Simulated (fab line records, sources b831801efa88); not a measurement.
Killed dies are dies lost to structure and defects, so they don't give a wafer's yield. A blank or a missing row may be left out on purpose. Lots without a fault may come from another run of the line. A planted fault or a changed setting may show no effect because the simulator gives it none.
Which tool did it? | flow gf180mcu | 12 lots, 36 wafers sampled, at 6 steps of a route of 602

WHAT THE GAUGES READ, wafer by wafer
GF_VT_IMPLANT_RS_MEAS_49: measures by four-point-probe. Usual: MVPSD_RS 1169.2 ohm/sq, standard deviation 2.5.
lot  | measured     | on            | MVPSD_RS (ohm/sq)    | flag
L835 | day 8 01:00  | film_metro-04 | 1171.3 1171.7 1171.4 |
L836 | day 8 06:36  | film_metro-03 | 1175.5 1175.7 1174.5 |
L837 | day 8 13:21  | film_metro-01 | 1167.2 1168.6 1164.6 |
L838 | day 8 20:08  | film_metro-03 | 1166.1 1165.2 1169.8 |
L840 | day 9 10:38  | film_metro-03 | 1168.0 1164.4 1167.6 |
L842 | day 10 03:16 | film_metro-01 | 1167.9 1169.8 1168.5 |
L843 | day 10 15:33 | film_metro-04 | 1166.4 1165.9 1169.1 |
L844 | day 11 02:26 | film_metro-03 | 1171.9 1172.1 1170.0 |
L845 | day 11 04:01 | film_metro-04 | 1168.8 1169.7 1167.2 |
L849 | day 12 02:21 | film_metro-04 | 1166.8 1167.0 1169.7 |
L855 | day 13 19:15 | film_metro-04 | 1165.7 1174.0 1167.8 |
L854 | day 13 20:16 | film_metro-04 | 1168.6 1170.4 1168.0 |

GF_HV_LDD_TW_MEAS_11. Usual: HV_LDD_TW 2432, standard deviation 9.6.
lot  | measured     | on            | HV_LDD_TW      | flag
L835 | day 10 13:02 | film_metro-04 | 2422 2423 2423 |
L836 | day 10 19:59 | film_metro-04 | 2423 2437 2429 |
L837 | day 11 02:37 | film_metro-01 | 2434 2438 2446 |
L838 | day 11 08:57 | film_metro-04 | 2438 2443 2447 |
L840 | day 12 04:33 | film_metro-01 | 2438 2417 2410 |
L842 | day 12 17:49 | film_metro-03 | 2436 2442 2424 |
L843 | day 13 07:20 | film_metro-03 | 1923 1915 1920 | OFF
L844 | day 13 19:06 | film_metro-01 | 2433 2435 2432 |
L845 | day 13 22:07 | film_metro-01 | 1940 1931 1933 | OFF
L849 | day 14 23:14 | film_metro-04 | 2447 2429 2434 |
L855 | day 16 19:31 | film_metro-01 | 2436 2434 2430 |
L854 | day 16 21:46 | film_metro-01 | 2435 2427 2424 |

GF_HV_LDD_RS_MEAS_53: measures by four-point-probe. Usual: HV_LDD_RS 418.4 ohm/sq, standard deviation 0.9.
lot  | measured     | on            | HV_LDD_RS (ohm/sq) | flag
L835 | day 12 22:22 | film_metro-01 | 416.5 417.5 417.5  |
L836 | day 13 06:28 | film_metro-03 | 420.3 419.5 418.4  |
L837 | day 13 13:56 | film_metro-04 | 416.8 417.2 417.1  |
L838 | day 13 20:56 | film_metro-04 | 419.0 419.1 419.2  |
L840 | day 14 18:31 | film_metro-04 | 417.9 418.6 418.9  |
L842 | day 15 07:52 | film_metro-01 | 418.4 417.6 419.2  |
L843 | day 16 01:13 | film_metro-03 | 566.3 567.4 566.8  | OFF
L844 | day 16 11:40 | film_metro-03 | 417.5 418.0 418.1  |
L845 | day 16 16:16 | film_metro-04 | 565.5 565.6 567.8  | OFF
L849 | day 17 18:47 | film_metro-01 | 418.0 419.2 417.9  |
L855 | day 19 19:37 | film_metro-03 | 416.5 417.6 415.9  |
L854 | day 19 20:38 | film_metro-04 | 418.1 418.4 418.8  |

WHICH TOOL RAN EACH LOT (tool, then ch and the chambers of the sampled wafers, then the start)
lot  | GF_VT_IMPLANT_RTA_45             | GF_POLY_GATE_STRIP_14                | GF_HV_LDD_IMPLANT_09
L835 | rtp_anneal-01 ch 0, day 8 00:32  | plasma_asher-01 ch 0,1, day 9 17:31  | implanter-02 ch 0, day 10 12:47
L836 | rtp_anneal-01 ch 0, day 8 06:08  | plasma_asher-01 ch 0,1, day 9 23:28  | implanter-02 ch 0, day 10 19:44
L837 | rtp_anneal-02 ch 0, day 8 12:53  | plasma_asher-01 ch 0,1, day 10 06:23 | implanter-03 ch 0, day 11 02:23
L838 | rtp_anneal-01 ch 0, day 8 19:40  | plasma_asher-01 ch 0,1, day 10 12:52 | implanter-02 ch 0, day 11 08:43
L840 | rtp_anneal-02 ch 0, day 9 10:10  | plasma_asher-01 ch 0,1, day 11 05:35 | implanter-04 ch 0, day 12 04:19
L842 | rtp_anneal-01 ch 0, day 10 02:49 | plasma_asher-01 ch 0,1, day 11 21:17 | implanter-02 ch 0, day 12 17:35
L843 | rtp_anneal-01 ch 0, day 10 15:05 | plasma_asher-02 ch 0,1, day 12 09:55 | implanter-02 ch 0, day 13 07:05
L844 | rtp_anneal-01 ch 0, day 11 01:59 | plasma_asher-01 ch 0,1, day 12 21:10 | implanter-03 ch 0, day 13 18:49
L845 | rtp_anneal-01 ch 0, day 11 03:33 | plasma_asher-01 ch 1, day 12 23:28   | implanter-02 ch 0, day 13 21:53
L849 | rtp_anneal-01 ch 0, day 12 01:53 | plasma_asher-02 ch 0,1, day 14 00:11 | implanter-03 ch 0, day 14 23:01
L855 | rtp_anneal-02 ch 0, day 13 18:47 | plasma_asher-01 ch 0,1, day 15 18:16 | implanter-04 ch 0, day 16 19:16
L854 | rtp_anneal-01 ch 0, day 13 19:49 | plasma_asher-04 ch 0,1, day 15 20:52 | implanter-03 ch 0, day 16 21:32
- GF_VT_IMPLANT_RTA_45: time 30 s.
- GF_POLY_GATE_STRIP_14: strips in O2/N2.
- GF_HV_LDD_IMPLANT_09

WHAT THE TOOLS THEMSELVES READ (means of the sampled wafers that have a number; where no wafer has one, the mark that the record gives instead)
GF_VT_IMPLANT_RTA_45. Usual: lamp_power_pct 35 %, standard deviation 6.2; wafer_temp_C_max 1053.5, standard deviation 0.95.
lot  | tool          | lamp_power_pct (%) | wafer_temp_C_max | flag
L835 | rtp_anneal-01 | 40                 | 1052.9           |
L836 | rtp_anneal-01 | 40                 | 1053.4           |
L837 | rtp_anneal-02 | 26                 | 1054.6           |
L838 | rtp_anneal-01 | 40                 | 1052.3           |
L840 | rtp_anneal-02 | 26                 | 1054.5           |
L842 | rtp_anneal-01 | 39                 | 1054.1           |
L843 | rtp_anneal-01 | 40                 | 1053.1           |
L844 | rtp_anneal-01 | 40                 | 1052.7           |
L845 | rtp_anneal-01 | 40                 | 1053.2           |
L849 | rtp_anneal-01 | 40                 | 1053.6           |
L855 | rtp_anneal-02 | 26                 | 1053.7           |
L854 | rtp_anneal-01 | 40                 | 1053.3           |

GF_POLY_GATE_STRIP_14. Usual: chamber_pressure_mTorr 1500.1 mTorr, standard deviation 1.3; drypump_motor_current_A 5.5 A, standard deviation 0.56; heater_power_w 341 W, standard deviation 20; oes_product_au 0.505 a.u., standard deviation 0.0045.
lot  | tool            | chamber_pressure_mTorr (mTorr) | drypump_motor_current_A (A) | heater_power_w (W) | oes_product_au (a.u.) | flag
L835 | plasma_asher-01 | 1499.5                         | 5.6                         | 340                | 0.503                 |
L836 | plasma_asher-01 | 1499.4                         | 5.6                         | 337                | 0.508                 |
L837 | plasma_asher-01 | 1500.3                         | 5.6                         | 336                | 0.504                 |
L838 | plasma_asher-01 | 1500.0                         | 5.1                         | 351                | 0.503                 |
L840 | plasma_asher-01 | 1500.4                         | 5.1                         | 346                | 0.510                 |
L842 | plasma_asher-01 | 1499.5                         | 5.1                         | 349                | 0.503                 |
L843 | plasma_asher-02 | 1500.0                         | 5.6                         | 354                | 0.504                 |
L844 | plasma_asher-01 | 1501.3                         | 5.2                         | 346                | 0.502                 |
L845 | plasma_asher-01 | 1501.3                         | 6.0                         | 322                | 0.503                 |
L849 | plasma_asher-02 | 1500.1                         | 5.5                         | 344                | 0.510                 |
L855 | plasma_asher-01 | 1499.3                         | 5.1                         | 352                | 0.503                 |
L854 | plasma_asher-04 | 1498.7                         | 5.8                         | 332                | 0.503                 |

GF_HV_LDD_IMPLANT_09. Usual: dose_ions_cm2 1e+14, standard deviation 1e+11; faraday_current_uA 563, standard deviation 11.
lot  | tool         | dose_ions_cm2 | faraday_current_uA | flag
L835 | implanter-02 | 1e+14         | 559                |
L836 | implanter-02 | 1e+14         | 565                |
L837 | implanter-03 | 1e+14         | 560                |
L838 | implanter-02 | 1e+14         | 557                |
L840 | implanter-04 | 1e+14         | 564                |
L842 | implanter-02 | 1e+14         | 561                |
L843 | implanter-02 | 4e+13         | 245                | OFF
L844 | implanter-03 | 1e+14         | 560                |
L845 | implanter-02 | 4e+13         | 248                | OFF
L849 | implanter-03 | 1e+14         | 570                |
L855 | implanter-04 | 1e+14         | 569                |
L854 | implanter-03 | 1e+14         | 562                |

THE ANSWER, worked out from the rows above alone
Rule: a lot is off if the mean of its wafers that have a number lies more than 3 standard deviations from the usual mean. A lot without any number at a reading at which 4 lots or more have one is off too. The other lots that the step has rows for count as sound. The gauges are gone through in route order, then the tools' own readings, and for those a lot's mean is taken as printed above. The first step at which some lot is off is used, and at that step the reading that is off furthest; a lot without a number counts as furthest.
Off: L843, L845, at GF_HV_LDD_TW_MEAS_11 (HV_LDD_TW).
A tool fits if, at a process step before that reading, it ran every lot that is off, and no sound lot after the first of them. The gauges at GF_HV_LDD_TW_MEAS_11 aren't tried: what is off there is off at GF_HV_LDD_IMPLANT_09 too, on other tools, and a gauge's error can't cause that. One fits: implanter-02 at GF_HV_LDD_IMPLANT_09. Its last sound lot is L842 (day 12 17:35), its first lot that is off L843 (day 13 07:05): a fault that began between those two fits.
The tool's own readings at GF_HV_LDD_IMPLANT_09 bear it out: on the lots that are off they differ by more than 5 times the standard deviation of the sound lots' means. dose_ions_cm2 reads 4e+13 there against 1e+14 on the sound lots; faraday_current_uA reads 246 there against 563 on the sound lots.

WHAT THE SIMULATOR HAD PUT IN
Process parameter drift: implanter-02, from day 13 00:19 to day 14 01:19, at GF_HV_LDD_IMPLANT_09. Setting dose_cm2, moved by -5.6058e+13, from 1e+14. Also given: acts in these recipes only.
Lots struck among those shown: L843, L845. The rule above found the same.
